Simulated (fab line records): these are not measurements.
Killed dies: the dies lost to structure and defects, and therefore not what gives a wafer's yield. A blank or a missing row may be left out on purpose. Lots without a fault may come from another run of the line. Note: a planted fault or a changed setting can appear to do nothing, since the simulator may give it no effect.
The tool behind it: which one? -- flow gf180mcu -- 13 lots, 39 wafers sampled, at 5 steps of a route of 602

WHAT EACH GAUGE READ, for each wafer
GF_V1_OVL_MEAS_15.
lot,measured,on,V1_OVL (nm)
L282,day 17 21:23,overlay-01,-8 -3 -3
L283,day 18 07:24,overlay-01,-11 -7 -12
L284,day 18 17:38,overlay-01,-3 1 -6
L285,day 19 08:35,overlay-02,0 11 1
L288,day 20 18:41,overlay-02,-16 -12 -6
L289,day 21 02:27,overlay-01,-4 -11 -5
L292,day 22 02:56,overlay-02,10 7 6
L293,day 22 10:05,overlay-02,4 -3 -2
L296,day 23 13:08,overlay-02,-6 -7 -7
L297,day 23 18:38,overlay-02,-1 -1 0
L303,day 26 02:02,overlay-02,-9 -11 -8
L304,day 26 02:11,overlay-01,-4 -6 -4
L305,day 26 05:52,overlay-02,3 3 6

GF_V1_THK_MEAS_25: measures by xrf.
lot,measured,on,V1_W_THK (nm)
L282,day 17 22:26,film_metro-04,352 354 354
L283,day 18 08:26,film_metro-04,349 347 352
L284,day 18 18:43,film_metro-03,348 353 351
L285,day 19 09:37,film_metro-01,338 342 342
L288,day 20 20:08,film_metro-01,350 353 347
L289,day 21 03:50,film_metro-04,352 352 351
L292,day 22 03:59,film_metro-04,362 356 359
L293,day 22 11:07,film_metro-01,343 344 344
L296,day 23 14:10,film_metro-04,357 352 356
L297,day 23 19:42,film_metro-04,357 359 363
L303,day 26 03:04,film_metro-04,357 356 355
L304,day 26 03:13,film_metro-03,345 343 348
L305,day 26 06:53,film_metro-03,340 343 342

GF_M2_CD_MEAS_14: target cd 280 nm.
lot,measured,on,cd_nm (nm)
L282,day 18 23:10,cd_sem-02,280.5 281.2 281.1
L283,day 19 09:02,cd_sem-02,279.5 279.1 280.1
L284,day 19 19:27,cd_sem-02,281.0 282.4 281.7
L285,day 20 11:03,cd_sem-02,279.5 278.8 279.6
L288,day 21 20:43,cd_sem-01,282.0 282.4 282.5
L289,day 22 03:52,cd_sem-02,282.7 282.7 282.7
L292,day 23 03:22,cd_sem-02,281.8 283.3 282.9
L293,day 23 10:28,cd_sem-02,279.4 278.5 280.0
L296,day 24 12:25,cd_sem-02,277.9 278.0 278.1
L297,day 24 17:40,cd_sem-01,274.3 257.4 257.5
L303,day 26 23:34,cd_sem-01,279.6 278.7 278.7
L304,day 26 23:55,cd_sem-02,281.0 280.6 279.1
L305,day 27 03:39,cd_sem-02,279.6 280.9 280.6

WHAT TOOL EACH LOT RAN ON (gives the tool, then ch and the chambers of the sampled wafers, and finally the start)
lot,GF_V1_SPUTTER_21,GF_M2_EXPOSE_11
L282,"pvd_sputter-02, day 17 22:06","krf_scanner-02 ch 0, day 18 11:33"
L283,"pvd_sputter-04, day 18 08:05","krf_scanner-01 ch 0, day 18 20:52"
L284,"pvd_sputter-02, day 18 18:22","krf_scanner-01 ch 0, day 19 08:05"
L285,"pvd_sputter-02, day 19 09:16","krf_scanner-02 ch 0, day 19 22:53"
L288,"pvd_sputter-01, day 20 19:48","krf_scanner-01 ch 0, day 21 08:59"
L289,"pvd_sputter-04, day 21 03:28","krf_scanner-01 ch 0, day 21 16:00"
L292,"pvd_sputter-01, day 22 03:38","krf_scanner-02 ch 0, day 22 16:22"
L293,"pvd_sputter-01, day 22 10:47","krf_scanner-02 ch 0, day 22 23:01"
L296,"pvd_sputter-01, day 23 13:50","krf_scanner-02 ch 0, day 24 02:02"
L297,"pvd_sputter-04, day 23 19:22","krf_scanner-01 ch 0, day 24 07:02"
L303,"pvd_sputter-04, day 26 02:43","krf_scanner-01 ch 0, day 26 13:17"
L304,"pvd_sputter-02, day 26 02:53","krf_scanner-01 ch 0, day 26 13:41"
L305,"pvd_sputter-02, day 26 06:32","krf_scanner-01 ch 0, day 26 17:52"
- GF_V1_SPUTTER_21: material Ti, target thk 15 nm, time 80.02 s.
- GF_M2_EXPOSE_11: exposes mask Metal2, target cd 280 nm.

AS READ BY THE TOOLS THEMSELVES (means over the sampled wafers that have a number; for cases with no such wafer, the mark the record gives instead)
GF_V1_SPUTTER_21.
lot,tool,throttle_valve_pct (%)
L282,pvd_sputter-02,30.7
L283,pvd_sputter-04,30.8
L284,pvd_sputter-02,28.8
L285,pvd_sputter-02,29.6
L288,pvd_sputter-01,30.6
L289,pvd_sputter-04,30.9
L292,pvd_sputter-01,29.3
L293,pvd_sputter-01,29.6
L296,pvd_sputter-01,30.9
L297,pvd_sputter-04,31.0
L303,pvd_sputter-04,30.7
L304,pvd_sputter-02,30.0
L305,pvd_sputter-02,28.9

GF_M2_EXPOSE_11.
lot,tool,exposure_dose_mJ_cm2,stage_vel_mm_s (mm/s)
L282,krf_scanner-02,28.065,499.95
L283,krf_scanner-01,28.091,499.82
L284,krf_scanner-01,28.109,500.00
L285,krf_scanner-02,28.109,499.94
L288,krf_scanner-01,28.102,499.82
L289,krf_scanner-01,28.077,499.83
L292,krf_scanner-02,28.041,500.09
L293,krf_scanner-02,28.122,500.05
L296,krf_scanner-02,28.126,500.12
L297,krf_scanner-01,27.062,500.75
L303,krf_scanner-01,28.100,500.02
L304,krf_scanner-01,28.071,499.92
L305,krf_scanner-01,28.098,499.57

THE ANSWER, worked out from the rows above alone
Rule: the lots themselves supply what counts as usual. The widest of any qualifying gaps counts: lots, ordered by their means at a reading, are off when they make up no more than a third of the lots, leave a main group of 4 or more, and stand apart from it by 3 or more times the standard deviation of that group's means. If all means in a main group match to the digits the tables above print for the reading, that group is not used. A lot without any number at a reading at which 4 lots or more have one is off too. The other lots that the step has rows for count as sound. The gauges are gone through in route order, then the tools' own readings, and for those a lot's mean is taken as printed above. At the first step where some lot is off, the reading lying furthest off is the one used; lots without a number count as furthest.
Off: L297, at GF_M2_CD_MEAS_14 (cd_nm). The main group: mean 280.5 nm, standard deviation 1.5.
A tool fits if, at a process step before that reading, it ran every lot that is off, and no sound lot after the first of them. Not tried: the gauges at GF_M2_CD_MEAS_14; whatever is off there is also off at GF_M2_EXPOSE_11, on other tools, and gauge error can't account for it. None of those tried fits.

WHAT THE SIMULATOR HAD INSERTED
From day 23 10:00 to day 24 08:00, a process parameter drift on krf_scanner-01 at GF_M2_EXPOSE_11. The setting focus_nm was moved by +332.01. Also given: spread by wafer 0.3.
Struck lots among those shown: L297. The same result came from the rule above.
